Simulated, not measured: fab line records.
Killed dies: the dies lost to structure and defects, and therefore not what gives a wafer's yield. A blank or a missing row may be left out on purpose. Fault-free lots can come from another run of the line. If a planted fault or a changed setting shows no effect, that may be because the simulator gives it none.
fab line records	flow sky130
[record] lots = 7	wafers = 21	last-day = 50
route steps=708 shown FIELD_ISO@30 NWELL@32 DNWELL@35 PWDE@45 PAD_OPEN@708
lots that met no fault: from a run of the same line without faults
start-h: hours from the record's first day to the start of the lot's first wafer shown	wait-h: hours since the lot's step before	" as in the row above	L1.1+2: a single row standing in for several wafers	- either no value or no given start	* or withheld: withheld	< > ~ a bound
route shown NAME@n: NAME is a module with steps in the file, n the number in the route of the first one	usual: mean/standard deviation of fault-free wafers	same: alike in all rows	chamber/n: place in a boat	sites: each site's reading	_std_site: the values' standard deviation	_edge_site: inner sites' mean taken away from outer sites' mean	radius-mm: for every site, how far away it sits from the centre of the wafer	mask NAME#n: copy n	behind: the tool/chamber that last shaped the wafer	hold: why the lot was held/for how many hours/how that ended	device: whichever transistor did not switch (one of n, p or np)	end of line: the route-end tests of the same wafers	a step with no rows: only its recipe	killed: dies that structure and defects cost at the first sort, which is not the same as the wafer's yield	map: dies across one wafer; x = killed, . = not, _ = none there
set.NAME: the setting the step ran with; set.NAME@STEP: the setting that earlier step ran with	model.NAME: the simulator's own value behind a step, which no gauge read
lots at some steps of the route; a table a step, a row a wafer
services: a tool's chamber out of use, with start hour (start-h, from the record's first day; less than 0 if before it), hours out, and reason
[[steps]]
[step SKY_FIELD_ISO_WET_ETCH_29]
[recipe] chemistry = H3PO4	target-depth-nm = 160	target = Si3N4	temp-c = 160	time-s = 1825
[step SKY_FIELD_ISO_WET_ETCH_30]
[recipe] chemistry = dHF	target-depth-nm = 25	target = SiO2	dilution = 10:1	temp-c = 25	time-s = 50
[step SKY_NWELL_CLEAN_00]
[recipe] chemistry = SC1/SC2	mix = 1:4:20	temp-c = 70	time-s = 150	dry = n2-spin
[step SKY_NWELL_OXIDATION_01]
[recipe] temp-c = 900	ambient = O2	stabilise-s = 600	purge-s = 300	target-thk-a = 100	ox-time-s = 1418
[step SKY_NWELL_THK_MEAS_02]
[recipe] reads = SiO2_of_NWELL_OXIDATION_01
[usual] NWELL_OXIDATION_THK = 10.00/0.17
lot.wafer	tool	chamber	start-h	wait-h	NWELL_OXIDATION_THK[nm]
L811.1	film-metro-04	-	34.27	0.0	10.06
L811.2	"	-	"	"	10.12
L811.3	"	-	"	"	10.07
L813.2	film-metro-03	-	47.49	0.0	10.13
L813.3	"	-	"	"	9.95
L813.4	"	-	"	"	9.95
L824.1	film-metro-02	-	105.45	0.0	9.77
L824.5	"	-	"	"	9.76
L824.6	"	-	"	"	9.59
L825.2	film-metro-02	-	108.71	0.0	10.22
L825.3	"	-	"	"	10.24
L825.6	"	-	"	"	10.21
L828.1	film-metro-04	-	126.39	0.0	10.03
L828.3	"	-	"	"	10.11
L828.6	"	-	"	"	10.07
L830.3	film-metro-02	-	140.70	0.0	10.20
L830.4	"	-	"	"	10.14
L830.6	"	-	"	"	10.18
L831.1	film-metro-02	-	142.60	0.0	9.85
L831.2	"	-	"	"	10.01
L831.6	"	-	"	"	9.97
[step SKY_DNWELL_DEHYDRATE_00]
[recipe] temp-c = 200	time-s = 60
[step SKY_DNWELL_HMDS_01]
[recipe] prime-time-s = 60	prime-temp-c = 120
[step SKY_DNWELL_COAT_02]
[recipe] spin-rpm = 2000	resist-thk-nm = 3000
[step SKY_DNWELL_SOFTBAKE_03]
[recipe] temp-c = 110	time-s = withheld
[step SKY_DNWELL_EXPOSE_04]
[recipe] mask-id = DNM	na = 0.57	target-cd-nm = 3000	dose-mj = 222
[step SKY_DNWELL_PEB_05]
[recipe] temp-c = 115	time-s = withheld
[step SKY_DNWELL_DEVELOP_06]
[recipe] wall-angle-deg = 90	developer = TMAH	develop-time-s = 60	dev-temp-c = 23
[step SKY_DNWELL_IMPLANT_07]
[recipe] species = P	energy-kev = withheld	dose-cm2 = withheld	tilt-deg = withheld
lot.wafer	tool	chamber	start-h	wait-h
L811.1+2+3	implanter-03	0	49.77	-
L813.2+3+4	implanter-02	0	62.49	-
L824.1+5+6	implanter-01	0	123.11	-
L825.2+3+6	implanter-03	0	126.64	-
L825.2+3+6	implanter-03	0	126.96	0.3
L828.1+3+6	implanter-03	0	144.71	-
L830.3+4+6	implanter-02	0	160.11	-
L830.3+4+6	implanter-02	0	160.43	0.3
L831.1+2+6	implanter-02	0	161.56	-
L831.1+2+6	implanter-02	0	161.88	0.3
[step SKY_DNWELL_STRIP_08]
[recipe] chemistry = O2/N2	power-w = 1400	pressure-mtorr = 1500	platen-temp-c = withheld	o2-flow-sccm = 3000	n2-flow-sccm = 300	overash-fraction = 0.5
[usual] drypump-motor-current-A = 5.9/0.41	oes-product-au = 0.722/0.0048	strip-time-to-endpoint-s = 36.91/0.09
lot.wafer	tool	chamber	start-h	wait-h	drypump-motor-current-A	oes-product-au	rf-hours-counter-h	strip-time-to-endpoint-s
L811.1	plasma-asher-04	0	49.92	0.1	5.3	0.713	37	36.99
L811.2	"	1	"	"	6.0	0.722	37	37.05
L811.3	"	0	"	"	5.3	0.720	-	36.96
L813.2	plasma-asher-04	1	62.61	0.1	6.0	0.723	39	37.00
L813.3	"	0	"	"	5.2	0.717	-	36.93
L813.4	"	1	"	"	6.0	0.717	-	36.96
L824.1	plasma-asher-01	1	123.26	0.1	6.5	0.723	1	37.00
L824.5	"	1	"	"	6.5	0.717	-	36.99
L824.6	"	0	"	"	6.3	0.723	-	36.91
L825.2	plasma-asher-04	1	127.09	0.1	6.0	0.730	45	36.90
L825.3	"	0	"	"	5.3	0.723	-	36.85
L825.6	"	1	"	"	5.9	0.729	-	36.91
L828.1	plasma-asher-01	1	144.86	0.1	6.5	0.721	3	37.01
L828.3	"	0	"	"	6.2	0.719	-	36.98
L828.6	"	1	"	"	6.5	0.728	-	37.05
L830.3	plasma-asher-04	1	160.56	0.1	6.0	0.718	-	36.78
L830.4	"	0	"	"	5.3	0.720	-	36.93
L830.6	"	0	"	"	5.2	0.716	-	36.88
L831.1	plasma-asher-03	0	162.03	0.1	5.5	0.714	37	36.96
L831.2	"	1	"	"	5.9	0.713	37	36.79
L831.6	"	0	"	"	5.5	0.718	-	36.88
[step SKY_DNWELL_TW_MEAS_09]
[usual] DNWELL_TW = 1110/5.8
lot.wafer	tool	chamber	start-h	wait-h	DNWELL_TW
L811.1	film-metro-02	-	50.02	0.1	1105
L811.2	"	-	"	"	1105
L811.3	"	-	"	"	1114
L813.2	film-metro-03	-	62.72	0.1	1115
L813.3	"	-	"	"	1110
L813.4	"	-	"	"	1114
L824.1	film-metro-03	-	123.36	0.1	1108
L824.5	"	-	"	"	1108
L824.6	"	-	"	"	1106
L825.2	film-metro-04	-	127.30	0.2	1387
L825.3	"	-	"	"	1387
L825.6	"	-	"	"	1387
L828.1	film-metro-03	-	144.96	0.1	1110
L828.3	"	-	"	"	1115
L828.6	"	-	"	"	1107
L830.3	film-metro-02	-	160.65	0.1	1379
L830.4	"	-	"	"	1381
L830.6	"	-	"	"	1393
L831.1	film-metro-02	-	162.13	0.1	1382
L831.2	"	-	"	"	1388
L831.6	"	-	"	"	1383
[step SKY_PWDE_DEHYDRATE_00]
[recipe] temp-c = 200	time-s = 60
[step SKY_PAD_OPEN_PROBE_99]
[usual] killed_at_M0_to_M3 = 42/6.6	killed_at_M4_up = 3.1/1.9	killed-at-contacts = 25/5.7	killed-at-front-end = 16/5	killed-at-other = 0.2/0.38	killed-dies = 86/9.6	killed-open = 47/7.2	killed-short = 39/6.2
[same] gross-dies = 492	killed-at-back-side = 0
lot.wafer	tool	chamber	start-h	wait-h	killed_at_M0_to_M3	killed_at_M4_up	killed-at-contacts	killed-at-front-end	killed-at-other	killed-dies	killed-open	killed-short	model.etest.res-deep-nwell.rs-ohm-sq	model.etest.res-deep-nwell.line-ohm-um	model.etest.res-pwde-under-gate.rs-ohm-sq	model.etest.res-pwell-under-gate.rs-ohm-sq
L811.1	prober-01	-	1074.69	0.1	32	2	22	24	0	80	48	32	2140	716.1	6165	2290
L811.2	prober-01	-	1074.74	0.1	40	4	31	16	0	91	54	37	2170	728.8	6150	2280
L811.3	prober-01	-	1074.79	0.2	39	3	23	21	0	86	48	38	2174	730.7	6182	2286
L813.2	prober-01	-	1088.13	0.1	44	6	27	14	0	91	43	48	2238	762.9	6213	2299
L813.3	prober-01	-	1088.18	0.2	29	3	20	23	1	76	37	39	2227	734.2	6238	2283
L813.4	prober-01	-	1088.23	0.2	42	1	14	14	0	71	38	33	2239	748.5	6219	2303
L824.1	prober-02	-	1152.69	0.1	40	3	32	9	0	84	52	32	2172	715.9	6048	2247
L824.5	prober-02	-	1152.89	0.2	43	3	32	12	1	91	44	47	2163	718.8	6063	2263
L824.6	prober-02	-	1152.94	0.2	45	3	28	26	0	102	60	42	2167	721.8	6059	2245
L825.2	prober-01	-	1154.24	0.1	46	0	23	16	0	85	47	38	1227	409.3	6389	2353
L825.3	prober-01	-	1154.29	0.2	32	1	27	18	0	78	38	40	1227	406.6	6375	2318
L825.6	prober-01	-	1154.44	0.2	32	3	24	21	0	80	42	38	1224	407.2	6336	2331
L828.1	prober-02	-	1177.05	0.1	32	1	21	21	0	75	41	34	2160	726.2	6176	2288
L828.3	prober-02	-	1177.15	0.2	35	4	36	17	0	92	61	31	2170	724.4	6192	2285
L828.6	prober-02	-	1177.30	0.2	48	6	27	18	0	99	60	39	2158	722.4	6145	2278
L830.3	prober-02	-	1189.86	0.2	51	1	24	24	0	100	65	35	1238	418.6	6487	2347
L830.4	prober-02	-	1189.91	0.2	39	3	24	10	1	77	45	32	1239	415.4	6476	2338
L830.6	prober-02	-	1190.01	0.2	44	8	14	16	0	82	45	37	1236	409.2	6503	2357
L831.1	prober-01	-	1191.85	0.1	36	6	23	12	0	77	41	36	1200	405.7	6425	2320
L831.2	prober-01	-	1191.90	0.1	42	5	25	14	0	86	46	40	1213	404.5	6350	2336
L831.6	prober-01	-	1192.10	0.2	43	2	32	20	0	97	49	48	1212	404.3	6420	2353
// killed by level:class
L811.1 VIA1:geometric-particle:open=8 LI_CONTACT:geometric-particle:open=7 FIELD_ISO:geometric-particle:short=6 POLY_GATE:geometric-particle:open=6 SPACER:geometric-particle:open=6 CONTACT:geometric-particle:open=6 VIA2:geometric-particle:open=6 FIELD_ISO:geometric-particle:open=4
L811.2 CONTACT:geometric-particle:open=18 LI_CONTACT:geometric-particle:open=6 VIA2:geometric-particle:open=6 VIA2:geometric-particle:short=6 FIELD_ISO:geometric-particle:short=5 VIA1:geometric-particle:open=5 FIELD_ISO:geometric-particle:open=4 LOCAL_INTERCONNECT:geometric-particle:short=4
L811.3 CONTACT:geometric-particle:open=10 VIA1:geometric-particle:open=10 LI_CONTACT:geometric-particle:open=7 VIA2:geometric-particle:open=6 VIA3:geometric-particle:open=5 POLY_GATE:geometric-particle:short=4 SPACER:geometric-particle:short=4 METAL2:geometric-particle:short=4
L813.2 CONTACT:geometric-particle:open=9 VIA1:geometric-particle:open=8 VIA3:geometric-particle:open=6 LI_CONTACT:geometric-particle:short=5 VIA1:geometric-particle:short=5 VIA2:geometric-particle:open=5 METAL2:geometric-particle:short=5 METAL4:geometric-particle:short=5
L813.3 LI_CONTACT:geometric-particle:open=7 FIELD_ISO:geometric-particle:open=6 POLY_GATE:geometric-particle:open=5 POLY_GATE:geometric-particle:short=5 CONTACT:geometric-particle:open=5 METAL1:geometric-particle:short=5 VIA1:geometric-particle:short=5 METAL2:geometric-particle:short=5
L813.4 VIA1:geometric-particle:open=11 VIA3:geometric-particle:open=7 FIELD_ISO:geometric-particle:open=6 METAL1:geometric-particle:short=6 CONTACT:geometric-particle:open=5 METAL2:geometric-particle:short=5 CONTACT:geometric-particle:short=4 FIELD_ISO:geometric-particle:short=3
L824.1 CONTACT:geometric-particle:open=18 VIA1:geometric-particle:open=16 LI_CONTACT:geometric-particle:open=5 METAL2:geometric-particle:short=4 VIA3:geometric-particle:short=4 VIA1:geometric-particle:short=3 CONTACT:geometric-particle:short=3 METAL1:geometric-particle:short=3
L824.5 VIA1:geometric-particle:open=11 CONTACT:geometric-particle:short=11 LOCAL_INTERCONNECT:geometric-particle:short=8 VIA2:geometric-particle:open=7 LI_CONTACT:geometric-particle:open=6 FIELD_ISO:geometric-particle:open=5 CONTACT:geometric-particle:open=5 METAL2:geometric-particle:short=5
L824.6 VIA1:geometric-particle:open=14 LI_CONTACT:geometric-particle:open=11 CONTACT:geometric-particle:open=10 FIELD_ISO:geometric-particle:short=8 POLY_GATE:geometric-particle:short=7 FIELD_ISO:geometric-particle:open=6 VIA1:geometric-particle:short=6 VIA2:geometric-particle:open=6
L825.2 CONTACT:geometric-particle:open=10 VIA1:geometric-particle:open=10 VIA2:geometric-particle:open=7 VIA3:geometric-particle:open=7 METAL1:geometric-particle:short=6 LI_CONTACT:geometric-particle:open=6 VIA1:geometric-particle:short=6 POLY_GATE:geometric-particle:short=5
L825.3 CONTACT:geometric-particle:open=8 LI_CONTACT:geometric-particle:open=7 VIA1:geometric-particle:short=6 CONTACT:geometric-particle:short=5 VIA1:geometric-particle:open=5 VIA3:geometric-particle:open=4 FIELD_ISO:geometric-particle:open=3 FIELD_ISO:geometric-particle:short=3
L825.6 LI_CONTACT:geometric-particle:open=9 VIA1:geometric-particle:open=9 CONTACT:geometric-particle:open=8 FIELD_ISO:geometric-particle:short=6 VIA1:geometric-particle:short=5 FIELD_ISO:geometric-particle:open=4 POLY_GATE:geometric-particle:short=4 VIA2:geometric-particle:short=4
L828.1 VIA1:geometric-particle:open=8 VIA3:geometric-particle:open=8 FIELD_ISO:geometric-particle:short=7 LI_CONTACT:geometric-particle:open=7 LOCAL_INTERCONNECT:geometric-particle:short=6 POLY_GATE:geometric-particle:short=5 FIELD_ISO:geometric-particle:open=4 SPACER:geometric-particle:open=4
L828.3 CONTACT:geometric-particle:open=16 LI_CONTACT:geometric-particle:open=12 METAL1:geometric-particle:short=10 VIA1:geometric-particle:open=9 LOCAL_INTERCONNECT:geometric-particle:short=6 VIA2:geometric-particle:open=5 FIELD_ISO:geometric-particle:open=4 VIA3:geometric-particle:open=4
L828.6 VIA1:geometric-particle:open=11 CONTACT:geometric-particle:open=9 VIA3:geometric-particle:open=8 LI_CONTACT:geometric-particle:open=7 CONTACT:geometric-particle:short=7 FIELD_ISO:geometric-particle:open=6 METAL1:geometric-particle:short=6 METAL1:geometric-particle:open=5
L830.3 VIA1:geometric-particle:open=14 VIA2:geometric-particle:open=11 LI_CONTACT:geometric-particle:open=10 CONTACT:geometric-particle:open=8 VIA1:geometric-particle:short=6 POLY_GATE:geometric-particle:open=5 FIELD_ISO:geometric-particle:open=4 POLY_GATE:geometric-particle:short=4
L830.4 CONTACT:geometric-particle:open=14 METAL1:geometric-particle:short=9 VIA1:geometric-particle:open=6 VIA3:geometric-particle:open=5 LI_CONTACT:geometric-particle:open=4 METAL2:geometric-particle:short=4 POLY_GATE:geometric-particle:open=3 VIA3:geometric-particle:short=3
L830.6 VIA2:geometric-particle:open=13 VIA3:geometric-particle:open=12 METAL4:geometric-particle:short=8 FIELD_ISO:geometric-particle:short=7 VIA1:geometric-particle:open=7 FIELD_ISO:geometric-particle:open=5 LOCAL_INTERCONNECT:geometric-particle:short=4 CONTACT:geometric-particle:open=4
L831.1 CONTACT:geometric-particle:short=8 LI_CONTACT:geometric-particle:open=7 VIA1:geometric-particle:open=7 VIA1:geometric-particle:short=6 CONTACT:geometric-particle:open=5 METAL1:geometric-particle:open=4 METAL4:geometric-particle:short=4 METAL2:geometric-particle:short=4
L831.2 CONTACT:geometric-particle:short=8 VIA1:geometric-particle:open=8 VIA3:geometric-particle:open=7 VIA2:geometric-particle:open=6 CONTACT:geometric-particle:open=6 METAL2:geometric-particle:short=5 VIA1:geometric-particle:short=4 POLY_GATE:geometric-particle:short=4
L831.6 VIA1:geometric-particle:open=10 LI_CONTACT:geometric-particle:open=9 CONTACT:geometric-particle:open=9 FIELD_ISO:geometric-particle:short=7 CONTACT:geometric-particle:short=7 VIA3:geometric-particle:open=7 METAL1:geometric-particle:short=6 POLY_GATE:geometric-particle:short=5
[[services]]
tool	chamber	start-h	hours	kind
implanter-02	-	43.21	5.1	pm
plasma-asher-01	-	48.06	12.1	repair
plasma-asher-04	-	48.53	0.8	repair
implanter-02	-	53.24	3.5	repair
plasma-asher-04	-	93.76	3.0	repair
implanter-01	-	100.97	5.0	repair
plasma-asher-01	-	108.75	9.0	pm
plasma-asher-01	0	108.75	9.0	vent-cycle
plasma-asher-01	1	108.75	9.0	vent-cycle
plasma-asher-01	0	117.75	-	clean
plasma-asher-01	1	117.75	-	clean
plasma-asher-04	-	145.26	1.1	repair
[[key]]
[first-sign] step = SKY_DNWELL_IMPLANT_07	reading = visit	direction = added
[effect] step = SKY_DNWELL_TW_MEAS_09	reading = DNWELL_TW	direction = up	sigmas = 47	usual = 1110	struck = 1385
[model-effect] step = SKY_PAD_OPEN_PROBE_99	value = etest.res-deep-nwell.rs-ohm-sq	without = 2182	struck = 1224
met-at SKY_DNWELL_IMPLANT_07
struck-wafers L825.2,L825.3,L825.6,L830.3,L830.4,L830.6,L831.1,L831.2,L831.6
tester-left-out L825,L830,L831
[fault] kind = repeated-step-whole	tool = implanter-01,implanter-02,implanter-03	chamber = -	onset-h = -	steps = SKY_DNWELL_IMPLANT_07	times = 1	scope = struck-lots-only
// tester-left-out: of these lots the tester's yield and bins aren't shown, on N5 and GAA mostly nor the transistor test; their killed dies are dies lost to structure and defects alone, not to doping, threshold or leakage, so they don't give the yield
